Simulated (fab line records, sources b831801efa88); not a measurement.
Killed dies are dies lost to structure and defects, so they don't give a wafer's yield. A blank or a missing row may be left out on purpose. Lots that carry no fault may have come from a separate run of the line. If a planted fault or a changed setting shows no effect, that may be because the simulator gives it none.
Which tool did it? -- flow gf180mcu -- at 1 step of a route of 602, 7 lots with 21 wafers sampled

WHAT THE GAUGES READ, wafer by wafer
GF_VT_IMPLANT_TW_MEAS_10.
lot,measured,on,VT_IMPLANT_TW
L839,day 6 10:13,filmMetro-02,574 572 578
L843,day 7 00:37,filmMetro-03,556 559 558
L847,day 7 21:11,filmMetro-02,572 574 571
L850,day 8 16:19,filmMetro-03,557 557 557
L854,day 9 15:13,filmMetro-04,551 551 552
L858,day 10 17:40,filmMetro-02,573 573 572
L861,day 11 10:34,filmMetro-03,556 554 554

WHAT TOOL EACH LOT RAN ON (gives the tool, then ch and the chambers of the sampled wafers, and finally the start)
No process step before these readings appears in the record.

THE ANSWER, worked out from the rows above alone
Rule: what is usual is taken from the lots themselves. Put in order of their means at a reading, lots are off if they are a third of the lots or fewer, leave a main group of 4 or more, and stand apart from it by a gap of 3 or more times the standard deviation of the main group's means; of several such gaps the widest counts. A main group is skipped when, at the precision printed for the reading in the tables above, its means are all equal. Also off: a lot with no number at a reading for which 4 or more lots have one. Any other lot the step has rows for is counted as sound.
Nothing can be told from this: no lot is off at any reading shown.

WHAT HAD BEEN PUT IN BY THE SIMULATOR
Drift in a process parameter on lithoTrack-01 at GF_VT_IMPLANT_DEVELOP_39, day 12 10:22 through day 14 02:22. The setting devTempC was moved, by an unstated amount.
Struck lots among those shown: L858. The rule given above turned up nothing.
